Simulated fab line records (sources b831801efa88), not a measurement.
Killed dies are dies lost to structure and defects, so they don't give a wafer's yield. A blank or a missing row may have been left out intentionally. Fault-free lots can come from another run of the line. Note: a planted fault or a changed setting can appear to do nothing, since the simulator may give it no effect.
Check of tool commonality :: flow sky130 :: Sample size 13 lots and 45 wafers

WHY THIS WAS OPENED
2 of 13 lots carry a flag on the reading VT_ADJUST_NCORE_TW at SKY_VT_ADJUST_NCORE_TW_MEAS_11. No-fault wafers: 218.7, standard deviation 1.7.
Rule: a lot is flagged when every wafer of it that has a number lies more than 4 standard deviations from that mean, or none has a number. The other lots count as sound.

lot: L943
measured: day 8 20:27
on: film metro-01
VT_ADJUST_NCORE_TW, wafer by wafer: 218.6 219.6 218.1
flag: 

lot: L945
measured: day 9 12:15
on: film metro-01
VT_ADJUST_NCORE_TW, wafer by wafer: 219.3 219.3 219.8
flag: 

lot: L947
measured: day 10 05:19
on: film metro-04
VT_ADJUST_NCORE_TW, wafer by wafer: 214.4 215.8 214.8
flag: 

lot: L949
measured: day 10 18:19
on: film metro-02
VT_ADJUST_NCORE_TW, wafer by wafer: 218.9 219.1 219.8
flag: 

lot: L952
measured: day 11 10:01
on: film metro-01
VT_ADJUST_NCORE_TW, wafer by wafer: 220.4 221.8 220.7
flag: 

lot: L953
measured: day 11 19:43
on: film metro-02
VT_ADJUST_NCORE_TW, wafer by wafer: 218.6 219.6 218.9
flag: 

lot: L954
measured: day 12 03:51
on: film metro-04
VT_ADJUST_NCORE_TW, wafer by wafer: 215.5 214.7 215.4
flag: 

lot: L956
measured: day 12 20:32
on: film metro-02
VT_ADJUST_NCORE_TW, wafer by wafer: 218.8 219.4 220.7
flag: 

lot: L958
measured: day 13 06:46
on: film metro-01
VT_ADJUST_NCORE_TW, wafer by wafer: 218.4 218.4 219.5
flag: 

lot: L962
measured: day 14 14:42
on: film metro-01
VT_ADJUST_NCORE_TW, wafer by wafer: 30.0 30.1 30.1 30.2 29.9 29.8
flag: FLAGGED

lot: L963
measured: day 14 23:35
on: film metro-02
VT_ADJUST_NCORE_TW, wafer by wafer: 30.2 30.0 30.1 30.2 30.0 30.1
flag: FLAGGED

lot: L964
measured: day 15 03:48
on: film metro-04
VT_ADJUST_NCORE_TW, wafer by wafer: 217.3 217.3 217.0
flag: 

lot: L965
measured: day 15 12:38
on: film metro-04
VT_ADJUST_NCORE_TW, wafer by wafer: 217.1 217.9 217.2
flag: 
On average the flagged lots read 30.1, which is -188.6 against the usual, or -99 or more standard deviations.

TOOL THAT RAN EACH LOT
Before the reading, the record contains 2 process steps out of a 708-step route. Every cell lists first the tool, next ch and the chambers used by the sampled wafers, and last the start.
lot: L943
flag: 
SKY_VT_ADJUST_LVTN_STRIP_20: plasma asher-01 ch 0,1, day 7 22:58
SKY_VT_ADJUST_NCORE_STRIP_10: plasma asher-01 ch 0,1, day 8 20:21

lot: L945
flag: 
SKY_VT_ADJUST_LVTN_STRIP_20: plasma asher-01 ch 1, day 8 14:04
SKY_VT_ADJUST_NCORE_STRIP_10: plasma asher-04 ch 0,1, day 9 12:09

lot: L947
flag: 
SKY_VT_ADJUST_LVTN_STRIP_20: plasma asher-02 ch 0,1, day 9 06:22
SKY_VT_ADJUST_NCORE_STRIP_10: plasma asher-02 ch 0,1, day 10 05:12

lot: L949
flag: 
SKY_VT_ADJUST_LVTN_STRIP_20: plasma asher-03 ch 0,1, day 9 19:08
SKY_VT_ADJUST_NCORE_STRIP_10: plasma asher-01 ch 0,1, day 10 18:14

lot: L952
flag: 
SKY_VT_ADJUST_LVTN_STRIP_20: plasma asher-01 ch 0,1, day 10 11:05
SKY_VT_ADJUST_NCORE_STRIP_10: plasma asher-02 ch 0,1, day 11 09:54

lot: L953
flag: 
SKY_VT_ADJUST_LVTN_STRIP_20: plasma asher-01 ch 1, day 10 19:52
SKY_VT_ADJUST_NCORE_STRIP_10: plasma asher-04 ch 1, day 11 19:36

lot: L954
flag: 
SKY_VT_ADJUST_LVTN_STRIP_20: plasma asher-02 ch 0,1, day 11 03:50
SKY_VT_ADJUST_NCORE_STRIP_10: plasma asher-04 ch 0,1, day 12 03:45

lot: L956
flag: 
SKY_VT_ADJUST_LVTN_STRIP_20: plasma asher-01 ch 0,1, day 11 19:11
SKY_VT_ADJUST_NCORE_STRIP_10: plasma asher-04 ch 0,1, day 12 20:26

lot: L958
flag: 
SKY_VT_ADJUST_LVTN_STRIP_20: plasma asher-01 ch 0,1, day 12 05:09
SKY_VT_ADJUST_NCORE_STRIP_10: plasma asher-04 ch 0,1, day 13 06:41

lot: L962
flag: FLAGGED
SKY_VT_ADJUST_LVTN_STRIP_20: plasma asher-02 ch 0,1, day 13 11:40
SKY_VT_ADJUST_NCORE_STRIP_10: plasma asher-02 ch 0,1, day 14 14:36

lot: L963
flag: FLAGGED
SKY_VT_ADJUST_LVTN_STRIP_20: plasma asher-01 ch 0,1, day 13 20:49
SKY_VT_ADJUST_NCORE_STRIP_10: plasma asher-01 ch 0,1, day 14 23:29

lot: L964
flag: 
SKY_VT_ADJUST_LVTN_STRIP_20: plasma asher-01 ch 0,1, day 14 00:28
SKY_VT_ADJUST_NCORE_STRIP_10: plasma asher-01 ch 0,1, day 15 03:43

lot: L965
flag: 
SKY_VT_ADJUST_LVTN_STRIP_20: plasma asher-03 ch 0,1, day 14 09:41
SKY_VT_ADJUST_NCORE_STRIP_10: plasma asher-01 ch 0,1, day 15 12:32
What is done by these steps:
- SKY_VT_ADJUST_LVTN_STRIP_20: strips in O2/N2.
- SKY_VT_ADJUST_NCORE_STRIP_10: strips in O2/N2.
- SKY_VT_ADJUST_NCORE_TW_MEAS_11

FLAGGED OVER TOTAL, TOOL BY TOOL (the gauges that took the reading come last)
step: SKY_VT_ADJUST_LVTN_STRIP_20
tool: plasma asher-01
lots run: 8
flagged: 1
share of the flagged lots: some
sound lots run after its first flagged lot: 1 (L964)

step: SKY_VT_ADJUST_LVTN_STRIP_20
tool: plasma asher-02
lots run: 3
flagged: 1
share of the flagged lots: some
sound lots run after its first flagged lot: 0

step: SKY_VT_ADJUST_LVTN_STRIP_20
tool: plasma asher-03
lots run: 2
flagged: 0
share of the flagged lots: none
sound lots run after its first flagged lot: -

step: SKY_VT_ADJUST_NCORE_STRIP_10
tool: plasma asher-01
lots run: 5
flagged: 1
share of the flagged lots: some
sound lots run after its first flagged lot: 2 (L964,L965)

step: SKY_VT_ADJUST_NCORE_STRIP_10
tool: plasma asher-02
lots run: 3
flagged: 1
share of the flagged lots: some
sound lots run after its first flagged lot: 0

step: SKY_VT_ADJUST_NCORE_STRIP_10
tool: plasma asher-04
lots run: 5
flagged: 0
share of the flagged lots: none
sound lots run after its first flagged lot: -

step: SKY_VT_ADJUST_NCORE_TW_MEAS_11
tool: film metro-01
lots run: 5
flagged: 1
share of the flagged lots: some
sound lots run after its first flagged lot: 0

step: SKY_VT_ADJUST_NCORE_TW_MEAS_11
tool: film metro-02
lots run: 4
flagged: 1
share of the flagged lots: some
sound lots run after its first flagged lot: 0

step: SKY_VT_ADJUST_NCORE_TW_MEAS_11
tool: film metro-04
lots run: 4
flagged: 0
share of the flagged lots: none
sound lots run after its first flagged lot: -

WHAT IS ALLOWED BY THE TABLE
No row of the table ran every flagged lot.

WHAT THE SIMULATOR HAD INSERTED
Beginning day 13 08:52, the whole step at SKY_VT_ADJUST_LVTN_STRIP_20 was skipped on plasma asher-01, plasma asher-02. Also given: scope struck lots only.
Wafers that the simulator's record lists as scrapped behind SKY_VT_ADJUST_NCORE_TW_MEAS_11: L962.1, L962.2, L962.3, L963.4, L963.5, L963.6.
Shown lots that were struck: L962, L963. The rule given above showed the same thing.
